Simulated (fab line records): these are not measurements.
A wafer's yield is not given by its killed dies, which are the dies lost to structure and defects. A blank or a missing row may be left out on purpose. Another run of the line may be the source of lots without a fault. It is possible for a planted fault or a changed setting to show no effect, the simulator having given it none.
fab line records    flow sky130
[record] lots = 13  wafers = 39  lastDay = 50
route steps=708 shown GATE_OXIDE@189 LDD_N@254 POLY_CUT@312 PAD_OPEN@708
lots that met no fault: taken from a fault-free run of the same line
startH: hours from the record's first day to the start of the lot's first wafer shown    waitH: hours since the lot's step before    " as in the row above    L1.1+2: a single row standing in for several wafers    - no value, or no start was given    * or withheld: withheld    < > ~ a bound
route shown NAME@n: a module of which the file shows steps, and the number in the route of the first    usual: average and standard deviation across the fault-free wafers    same: alike in all rows    chamber/n: place in a boat    sites: readings site by site    _std_site: their standard deviation    _edge_site: mean of outer sites minus mean of inner sites    radiusMm: how far each site lies from the wafer's centre    mask NAME#n: copy n    behind: tool/chamber where the wafer was last shaped    hold: why the lot went on hold/how many hours it stayed there/how the hold came to an end    device: the transistor (n, p or np) that didn't switch    end of line: tests of these same wafers at the route's end    step lacking rows: just its recipe    killed: the dies lost at the first sort to structure and to defects; this is not the yield of the wafer    map: the dies of a wafer, with x for killed, . for not killed, _ for no die there
set.NAME: the setting as run; set.NAME@STEP: as run at that earlier step    model.NAME: the simulator's own value behind a step, which no gauge read
the route's steps for a sample of lots (tables are steps, rows are wafers)
services: when a tool's chamber went out of use (startH, in hours from the record's first day, below 0 if earlier), for how many hours, and the reason
[[steps]]
[step SKY_GATE_OXIDE_THK_MEAS_02]
[recipe] reads = SiO2_of_GATE_OXIDE_OXIDATION_01
[usual] GATE_OXIDE_OXIDATION_00_THK = 10.27/0.23
lot.wafer  tool          chamber  startH  waitH  GATE_OXIDE_OXIDATION_00_THK[nm]
L317.2     filmMetro-02  -        286.31  0.0    10.08
L317.3     "             -        "       "      10.15
L317.4     "             -        "       "      10.16
L318.4     filmMetro-02  -        290.08  0.0    10.29
L318.5     "             -        "       "      10.48
L318.6     "             -        "       "      10.28
L319.1     filmMetro-04  -        299.72  0.0    9.95
L319.2     "             -        "       "      10.24
L319.6     "             -        "       "      10.22
L320.1     filmMetro-02  -        314.56  0.0    10.19
L320.4     "             -        "       "      10.09
L320.6     "             -        "       "      10.14
L321.3     filmMetro-04  -        319.53  0.0    10.68
L321.5     "             -        "       "      10.70
L321.6     "             -        "       "      10.60
L322.1     filmMetro-02  -        324.63  0.0    9.90
L322.4     "             -        "       "      10.09
L322.6     "             -        "       "      9.96
L323.1     filmMetro-04  -        334.39  0.0    10.20
L323.2     "             -        "       "      10.44
L323.6     "             -        "       "      10.45
L332.2     filmMetro-04  -        404.41  0.0    10.31
L332.3     "             -        "       "      10.50
L332.4     "             -        "       "      10.51
L334.2     filmMetro-04  -        431.08  0.0    9.96
L334.4     "             -        "       "      9.89
L334.6     "             -        "       "      9.96
L336.2     filmMetro-01  -        441.27  0.0    10.55
L336.3     "             -        "       "      10.32
L336.4     "             -        "       "      10.29
L337.3     filmMetro-01  -        449.75  0.0    10.26
L337.4     "             -        "       "      10.29
L337.5     "             -        "       "      10.42
L338.2     filmMetro-01  -        457.75  0.0    9.78
L338.5     "             -        "       "      10.02
L338.6     "             -        "       "      10.05
L340.1     filmMetro-01  -        474.18  0.0    10.33
L340.2     "             -        "       "      10.45
L340.6     "             -        "       "      10.42
[step SKY_GATE_OXIDE_OVL_MEAS_10]
[usual] GATE_OXIDE_OVL = 0.2/1.3
lot.wafer  tool        chamber  startH  waitH  GATE_OXIDE_OVL[nm]
L317.2     overlay-01  -        311.61  0.1    -0.7
L317.3     "           -        "       "      1.6
L317.4     "           -        "       "      0.9
L318.4     overlay-02  -        315.38  0.1    -2.5
L318.5     "           -        "       "      -1.9
L318.6     "           -        "       "      -1.6
L319.1     overlay-01  -        324.60  0.1    0.4
L319.2     "           -        "       "      2.2
L319.6     "           -        "       "      -0.2
L320.1     overlay-02  -        340.60  0.1    -1.4
L320.4     "           -        "       "      -2.6
L320.6     "           -        "       "      -1.6
L321.3     overlay-01  -        346.72  0.1    -0.1
L321.5     "           -        "       "      0.5
L321.6     "           -        "       "      1.1
L322.1     overlay-01  -        351.91  0.1    -0.5
L322.4     "           -        "       "      -0.3
L322.6     "           -        "       "      0.7
L323.1     overlay-01  -        361.18  0.1    -1.2
L323.2     "           -        "       "      1.0
L323.6     "           -        "       "      0.4
L332.2     overlay-01  -        435.01  0.1    1.2
L332.3     "           -        "       "      1.8
L332.4     "           -        "       "      1.2
L334.2     overlay-02  -        462.09  0.1    -0.9
L334.4     "           -        "       "      -1.8
L334.6     "           -        "       "      -0.4
L336.2     overlay-01  -        473.04  0.1    -0.2
L336.3     "           -        "       "      0.1
L336.4     "           -        "       "      -1.4
L337.3     overlay-01  -        481.49  0.1    0.2
L337.4     "           -        "       "      1.9
L337.5     "           -        "       "      -0.3
L338.2     overlay-02  -        488.64  0.1    0.1
L338.5     "           -        "       "      0.5
L338.6     "           -        "       "      -0.8
L340.1     overlay-01  -        505.56  0.1    -2.4
L340.2     "           -        "       "      -2.0
L340.6     "           -        "       "      -1.7
[step SKY_LDD_N_TW_MEAS_17]
[usual] LDD_N_TW = 2602/18
lot.wafer  tool          chamber  startH  waitH  LDD_N_TW
L317.2     filmMetro-03  -        402.60  0.1    2588
L317.3     "             -        "       "      2572
L317.4     "             -        "       "      2584
L318.4     filmMetro-01  -        408.32  0.1    2601
L318.5     "             -        "       "      2606
L318.6     "             -        "       "      2605
L319.1     filmMetro-03  -        418.19  0.1    2601
L319.2     "             -        "       "      2598
L319.6     "             -        "       "      2582
L320.1     filmMetro-03  -        438.34  0.1    2593
L320.4     "             -        "       "      2586
L320.6     "             -        "       "      2594
L321.3     filmMetro-01  -        448.21  0.1    2640
L321.5     "             -        "       "      2631
L321.6     "             -        "       "      2651
L322.1     filmMetro-04  -        456.90  0.1    2615
L322.4     "             -        "       "      2606
L322.6     "             -        "       "      2604
L323.1     filmMetro-01  -        468.89  0.1    2625
L323.2     "             -        "       "      2622
L323.6     "             -        "       "      2617
L332.2     filmMetro-04  -        538.31  0.1    2608
L332.3     "             -        "       "      2605
L332.4     "             -        "       "      2615
L334.2     filmMetro-03  -        565.20  0.1    2587
L334.4     "             -        "       "      2591
L334.6     "             -        "       "      2580
L336.2     filmMetro-04  -        575.60  0.1    2602
L336.3     "             -        "       "      2609
L336.4     "             -        "       "      2600
L337.3     filmMetro-03  -        584.67  0.1    2611
L337.4     "             -        "       "      2593
L337.5     "             -        "       "      2598
L338.2     filmMetro-01  -        590.56  0.1    2604
L338.5     "             -        "       "      2606
L338.6     "             -        "       "      2613
L340.1     filmMetro-04  -        606.53  0.1    2606
L340.2     "             -        "       "      2601
L340.6     "             -        "       "      2604
[step SKY_POLY_CUT_EXPOSE_05]
[recipe] maskId = NPCM  na = 0.8  sourceShape = annular  sigmaInner = 0.55  sigmaOuter = 0.85  targetCdNm = 270  doseMj = 32
[usual] exposureDoseMJCm2 = 31.95/0.04
lot.wafer  tool           chamber  startH  waitH  mask    exposureDoseMJCm2
L317.2     krfScanner-01  0        545.24  -      NPCM#0  31.90
L317.3     "              0        "       "      NPCM#0  31.94
L317.4     "              0        "       "      NPCM#0  31.95
L318.4     krfScanner-01  0        551.81  -      NPCM#0  31.89
L318.5     "              0        "       "      NPCM#0  31.90
L318.6     "              0        "       "      NPCM#0  31.90
L319.1     krfScanner-02  0        563.58  -      NPCM#0  31.99
L319.2     "              0        "       "      NPCM#0  32.03
L319.6     "              0        "       "      NPCM#0  31.94
L320.1     krfScanner-01  0        582.41  -      NPCM#0  31.96
L320.4     "              0        "       "      NPCM#0  31.91
L320.6     "              0        "       "      NPCM#0  31.87
L321.3     krfScanner-02  0        591.86  -      NPCM#0  32.00
L321.5     "              0        "       "      NPCM#0  32.01
L321.6     "              0        "       "      NPCM#0  31.97
L322.1     krfScanner-02  0        599.68  -      NPCM#0  31.96
L322.4     "              0        "       "      NPCM#0  31.98
L322.6     "              0        "       "      NPCM#0  31.93
L323.1     krfScanner-02  0        613.36  -      NPCM#0  31.95
L323.2     "              0        "       "      NPCM#0  32.01
L323.6     "              0        "       "      NPCM#0  31.96
L332.2     krfScanner-02  0        676.13  -      NPCM#0  31.98
L332.3     "              0        "       "      NPCM#0  31.96
L332.4     "              0        "       "      NPCM#0  31.92
L334.2     krfScanner-01  0        700.58  -      NPCM#0  31.94
L334.4     "              0        "       "      NPCM#0  31.97
L334.6     "              0        "       "      NPCM#0  31.97
L336.2     krfScanner-01  0        710.33  -      NPCM#0  31.88
L336.3     "              0        "       "      NPCM#0  31.88
L336.4     "              0        "       "      NPCM#0  31.94
L337.3     krfScanner-02  0        719.41  -      NPCM#0  32.02
L337.4     "              0        "       "      NPCM#0  32.04
L337.5     "              0        "       "      NPCM#0  31.97
L338.2     krfScanner-01  0        725.75  -      NPCM#0  31.93
L338.5     "              0        "       "      NPCM#0  31.95
L338.6     "              0        "       "      NPCM#0  31.95
L340.1     krfScanner-01  0        741.10  -      NPCM#0  31.92
L340.2     "              0        "       "      NPCM#0  31.88
L340.6     "              0        "       "      NPCM#0  31.97
[step SKY_POLY_CUT_CD_MEAS_08]
[recipe] targetCdNm = 270
[usual] cdNm = 270.3/1.5
lot.wafer  tool      chamber  startH  waitH  hold                     cdNm
L317.2     cdSem-02  -        560.67  -      -                        269.5
L317.3     "         -        "       "      -                        269.5
L317.4     "         -        "       "      -                        269.7
L318.4     cdSem-02  -        567.04  -      -                        269.6
L318.5     "         -        "       "      -                        270.2
L318.6     "         -        "       "      -                        268.4
L319.1     cdSem-01  -        578.56  -      -                        269.4
L319.2     "         -        "       "      -                        269.2
L319.6     "         -        "       "      -                        268.8
L320.1     cdSem-01  -        597.40  -      -                        269.9
L320.4     "         -        "       "      -                        272.0
L320.6     "         -        "       "      -                        270.9
L321.3     cdSem-01  -        606.62  -      -                        272.1
L321.5     "         -        "       "      -                        270.6
L321.6     "         -        "       "      -                        271.4
L322.1     cdSem-02  -        615.23  -      awaitDispo/0.2h/release  264.4
L322.4     "         -        "       "      awaitDispo/0.2h/release  273.3
L322.6     "         -        "       "      awaitDispo/0.2h/release  271.8
L322.1     cdSem-02  -        615.67  0.4    -                        264.6
L322.4     "         -        "       "      -                        273.3
L322.6     "         -        "       "      -                        271.7
L323.1     cdSem-02  -        627.81  -      awaitDispo/0.2h/release  263.2
L323.2     "         -        "       "      awaitDispo/0.2h/release  262.6
L323.6     "         -        "       "      awaitDispo/0.2h/release  270.2
L323.1     cdSem-02  -        628.17  0.3    -                        263.4
L323.2     "         -        "       "      -                        262.7
L323.6     "         -        "       "      -                        270.4
L332.2     cdSem-02  -        690.15  -      -                        271.4
L332.3     "         -        "       "      -                        270.8
L332.4     "         -        "       "      -                        271.9
L334.2     cdSem-02  -        714.67  -      -                        268.0
L334.4     "         -        "       "      -                        269.6
L334.6     "         -        "       "      -                        267.4
L336.2     cdSem-01  -        724.23  -      -                        270.0
L336.3     "         -        "       "      -                        269.0
L336.4     "         -        "       "      -                        270.2
L337.3     cdSem-01  -        733.84  -      -                        270.8
L337.4     "         -        "       "      -                        271.1
L337.5     "         -        "       "      -                        269.7
L338.2     cdSem-01  -        740.32  -      -                        269.3
L338.5     "         -        "       "      -                        269.2
L338.6     "         -        "       "      -                        268.4
L340.1     cdSem-02  -        754.85  -      -                        267.3
L340.2     "         -        "       "      -                        270.0
L340.6     "         -        "       "      -                        268.0
[step SKY_PAD_OPEN_PROBE_99]
[usual] killed_at_M0_to_M3 = 43/7.1  killed_at_M4_up = 3.2/1.9  killedAtContacts = 23/5.1  killedAtFrontEnd = 15/4.5  killedAtOther = 0.4/0.65  killedDies = 85/9.4  killedOnRim = 17/4  killedOpen = 47/6.8  killedShort = 38/6.1
[same] grossDies = 492  killedAtBackSide = 0
lot.wafer  tool       chamber  startH   waitH  killed_at_M0_to_M3  killed_at_M4_up  killedAtContacts  killedAtFrontEnd  killedAtOther  killedDies  killedOnRim  killedOpen  killedShort
L337.3     prober-02  -        1193.56  0.2    42                  3                27                16                1              89          24           45          44
L337.4     prober-02  -        1193.61  0.2    45                  2                27                13                0              87          17           48          39
L337.5     prober-02  -        1193.66  0.2    36                  2                28                17                0              83          15           41          42
// killed by level:class
L337.3 CONTACT:geometricParticle:open=8 VIA3:geometricParticle:open=8 LI_CONTACT:geometricParticle:open=7 METAL1:geometricParticle:short=6 CONTACT:geometricParticle:short=5 VIA1:geometricParticle:short=5 METAL2:geometricParticle:short=5 FIELD_ISO:geometricParticle:open=4
L337.4 VIA1:geometricParticle:open=12 CONTACT:geometricParticle:open=10 VIA3:geometricParticle:open=9 METAL1:geometricParticle:short=6 VIA3:geometricParticle:short=6 POLY_GATE:geometricParticle:open=5 LI_CONTACT:geometricParticle:open=5 LOCAL_INTERCONNECT:geometricParticle:short=5
L337.5 CONTACT:geometricParticle:open=13 VIA1:geometricParticle:open=8 FIELD_ISO:geometricParticle:short=7 METAL2:geometricParticle:short=7 LI_CONTACT:geometricParticle:open=6 CONTACT:geometricParticle:short=5 VIA3:geometricParticle:open=5 POLY_GATE:geometricParticle:short=4
[[services]]
tool           chamber  startH  hours  kind
krfScanner-02  -        524.62  0.8    pm
krfScanner-02  0        533.41  -      calibration
krfScanner-02  -        583.20  1.0    pm
krfScanner-01  -        586.23  16.4   repair
krfScanner-01  -        602.61  1.3    pm
krfScanner-02  -        603.91  1.3    pm
krfScanner-01  -        606.55  1.0    repair
krfScanner-01  -        608.88  1.0    pm
krfScanner-01  0        640.49  -      calibration
krfScanner-01  -        648.51  0.8    pm
krfScanner-02  -        693.42  0.8    pm
krfScanner-02  0        698.84  -      calibration
krfScanner-02  -        708.68  3.0    pm
krfScanner-02  -        720.30  11.6   pm
[[key]]
[firstSign] step = SKY_POLY_CUT_CD_MEAS_08  reading = visit  direction = added
[effect] step = SKY_POLY_CUT_CD_MEAS_08  reading = cdNm  direction = down  sigmas = 4.7  usual = 270.3  struck = 263.4
metAt SKY_POLY_CUT_EXPOSE_05
struckLots L322,L323
struckWafers L322.1,L323.1,L323.2
testerLeftOut L322,L323
notActingAt SKY_GATE_OXIDE_THK_MEAS_02,SKY_GATE_OXIDE_OVL_MEAS_10,SKY_LDD_N_TW_MEAS_17
onsetBetween 591.86 599.68
[fault] kind = processParameterDrift  tool = krfScanner-02  chamber = -  onsetH = 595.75  steps = SKY_POLY_CUT_EXPOSE_05  channel = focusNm  offset = 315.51  shape = step  endH = 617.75  scope = struckWafersOnly
// testerLeftOut: of these lots the tester's yield and bins aren't shown, on N5 and GAA mostly nor the transistor test; their killed dies are dies lost to structure and defects alone, not to doping, threshold or leakage, so they don't give the yield
